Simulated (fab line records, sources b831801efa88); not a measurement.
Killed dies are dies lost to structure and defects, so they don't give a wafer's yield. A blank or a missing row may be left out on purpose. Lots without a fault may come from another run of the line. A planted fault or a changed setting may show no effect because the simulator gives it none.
A struck lot beside a sound one | flow sky130 | 44 steps out of a route of 708
Sound: wafers L906.2, L906.3, L906.6. Struck: wafers L925.1, L925.3, L925.5. The cause comes at the end.
At each step with rows: each side's tool, then ch and its chambers, then its first start. Under that, the readings that differ: sound wafers | struck wafers | difference of the means | sigmas: that difference in standard deviations of wafers without a fault.
alike: readings whose means differ by less than 2 such deviations, and words and numbers that are the same on both sides. not compared: withheld readings, readings that some wafer has no value for, bounds like >300 that may hide the same value, and numbers for which the record gives no deviation and whose values overlap.
The two part at a step that has a row with sigmas, a row that says differs or no value, or rows on one side only. Numbers that don't overlap but have no deviation are shown without sigmas and don't part them. A reading that every wafer of one side lacks parts them only if that side has two wafers or more.

first, 6 steps without rows for these wafers: SKY_VT_ADJUST_LVTN_HMDS_12 (prime time 60 s); SKY_VT_ADJUST_LVTN_COAT_13 (resist thk 1140 nm); SKY_VT_ADJUST_LVTN_SOFTBAKE_14 (time 60 s); SKY_VT_ADJUST_LVTN_EXPOSE_15 (exposes mask HVN STD DERIVED, target cd 600 nm); SKY_VT_ADJUST_LVTN_PEB_16; SKY_VT_ADJUST_LVTN_DEVELOP_17 (develop time 60 s).
SKY_VT_ADJUST_LVTN_OVL_MEAS_18:
  sound on overlay-02, day 7 17:20; struck on overlay-02, day 13 07:11
  alike: VT_ADJUST_LVTN_01_OVL
then, 1 step without rows for these wafers: SKY_VT_ADJUST_LVTN_IMPLANT_19.
SKY_VT_ADJUST_LVTN_STRIP_20: strips in O2/N2.
  sound on plasma_asher-02 ch 0,1, day 7 17:31; struck on plasma_asher-02 ch 0,1, day 13 07:22
  alike: drypump_motor_current_A, oes_product_au, strip_time_to_endpoint_s
  not compared: rf_hours_counter_h
SKY_VT_ADJUST_LVTN_TW_MEAS_21:
  sound on film_metro-04, day 7 17:38; struck on film_metro-02, day 13 07:28
  alike: VT_ADJUST_LVTN_2_TW
then, 2 steps without rows for these wafers: SKY_VT_ADJUST_NCORE_DEHYDRATE_00 (time 60 s); SKY_VT_ADJUST_NCORE_HMDS_01 (prime time 60 s).
SKY_VT_ADJUST_NCORE_COAT_02: resist thk 1140 nm.
  sound on litho_track-02 ch 0, day 8 03:30; struck on litho_track-01, day 13 20:22
  no value came back on the struck wafers for chill_plate_temp_C (C), dispense_pressure_kPa (kPa); on the sound wafers chill_plate_temp_C (C) reads 22.89 23.17 23.05
then, 4 steps without rows for these wafers: SKY_VT_ADJUST_NCORE_SOFTBAKE_03 (time 60 s); SKY_VT_ADJUST_NCORE_EXPOSE_04 (exposes mask LVTN COMPLEMENT THIN, target cd 380 nm); SKY_VT_ADJUST_NCORE_PEB_05; SKY_VT_ADJUST_NCORE_DEVELOP_06 (develop time 60 s).
SKY_VT_ADJUST_NCORE_CD_MEAS_07: target cd 380 nm.
  sound on cd_sem-02, day 8 14:02; struck on cd_sem-02, day 14 07:37
  reading    | sound             | struck | difference                    | sigmas
  cd_nm (nm) | 379.9 380.7 382.2 | - - -  | no value on the struck wafers |
SKY_VT_ADJUST_NCORE_OVL_MEAS_08:
  sound on overlay-02, day 8 14:09; struck on overlay-01, day 14 07:44
  reading                  | sound          | struck | difference                    | sigmas
  VT_ADJUST_NCORE_OVL (nm) | -1.6 -1.9 -1.7 | - - -  | no value on the struck wafers |
then, 1 step without rows for these wafers: SKY_VT_ADJUST_NCORE_IMPLANT_09.
SKY_VT_ADJUST_NCORE_STRIP_10: strips in O2/N2.
  sound on plasma_asher-04 ch 0, day 8 14:20; struck on plasma_asher-02 ch 0,1, day 14 07:56
  no value came back on the struck wafers for oes_product_au (a.u.), strip_time_to_endpoint_s (s); on the sound wafers oes_product_au (a.u.) reads 0.716 0.717 0.718
  alike: drypump_motor_current_A
  not compared: rf_hours_counter_h
SKY_VT_ADJUST_NCORE_TW_MEAS_11:
  sound on film_metro-03, day 8 14:26; struck on film_metro-01, day 14 08:02
  reading            | sound             | struck            | difference | sigmas
  VT_ADJUST_NCORE_TW | 214.3 214.7 215.9 | 219.9 220.8 219.8 | +5.2       | +2
then, 7 steps without rows for these wafers: SKY_VT_ADJUST_HVTR_DEHYDRATE_00 (time 60 s); SKY_VT_ADJUST_HVTR_HMDS_01 (prime time 60 s); SKY_VT_ADJUST_HVTR_COAT_02 (resist thk 1140 nm); SKY_VT_ADJUST_HVTR_SOFTBAKE_03 (time 60 s); SKY_VT_ADJUST_HVTR_EXPOSE_04 (exposes mask HVTRM, target cd 380 nm); SKY_VT_ADJUST_HVTR_PEB_05; SKY_VT_ADJUST_HVTR_DEVELOP_06 (develop time 60 s).
SKY_VT_ADJUST_HVTR_CD_MEAS_07: target cd 380 nm.
  sound on cd_sem-02, day 9 11:24; struck on cd_sem-02, day 15 10:56
  alike: cd_nm
SKY_VT_ADJUST_HVTR_OVL_MEAS_08:
  sound on overlay-02, day 9 11:31; struck on overlay-01, day 15 11:03
  alike: VT_ADJUST_HVTR_OVL
then, 1 step without rows for these wafers: SKY_VT_ADJUST_HVTR_IMPLANT_09.
SKY_VT_ADJUST_HVTR_STRIP_10: strips in O2/N2.
  sound on plasma_asher-04 ch 0,1, day 9 11:41; struck on plasma_asher-02 ch 1, day 15 11:14
  reading                     | sound       | struck      | difference | sigmas
  drypump_motor_current_A (A) | 6.1 5.8 5.8 | 5.1 5.1 5.1 | -0.8       | -2
  alike: oes_product_au, strip_time_to_endpoint_s
  not compared: rf_hours_counter_h
SKY_VT_ADJUST_HVTR_TW_MEAS_11:
  sound on film_metro-01, day 9 11:48; struck on film_metro-02, day 15 11:20
  reading           | sound             | struck            | difference | sigmas
  VT_ADJUST_HVTR_TW | 212.4 212.1 212.4 | 262.9 262.9 263.6 | +50.8      | +28
then, 7 steps without rows for these wafers: SKY_VT_ADJUST_PCH_DEHYDRATE_00 (time 60 s); SKY_VT_ADJUST_PCH_HMDS_01 (prime time 60 s); SKY_VT_ADJUST_PCH_COAT_02 (resist thk 3000 nm); SKY_VT_ADJUST_PCH_SOFTBAKE_03; SKY_VT_ADJUST_PCH_EXPOSE_04 (exposes mask NWM, target cd 840 nm); SKY_VT_ADJUST_PCH_PEB_05; SKY_VT_ADJUST_PCH_DEVELOP_06 (develop time 60 s).
SKY_VT_ADJUST_PCH_OVL_MEAS_07:
  sound on overlay-02, day 10 10:14; struck on overlay-01, day 16 14:56
  alike: VT_ADJUST_PCH_OVL
SKY_VT_ADJUST_PCH_TW_MEAS_10:
  sound on film_metro-04, day 10 10:31; struck on film_metro-04, day 16 15:13
  reading          | sound             | struck            | difference | sigmas
  VT_ADJUST_PCH_TW | 143.8 143.4 143.3 | 230.3 232.7 231.4 | +88.0      | +99 or more
SKY_SONOS_TUNNEL_TW_MEAS_12:
  sound on film_metro-03, day 11 10:01; struck on film_metro-02, day 17 20:58
  reading         | sound             | struck            | difference | sigmas
  SONOS_TUNNEL_TW | 196.6 196.2 195.5 | 254.2 254.0 254.5 | +58.1      | +32

WHERE THEY PART
First at SKY_VT_ADJUST_NCORE_COAT_02; last, within this record, at SKY_SONOS_TUNNEL_TW_MEAS_12.

WHY: what the simulator had put in
Skipped step whole: litho_track-01, from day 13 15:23 on, at SKY_VT_ADJUST_NCORE_COAT_02. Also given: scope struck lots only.
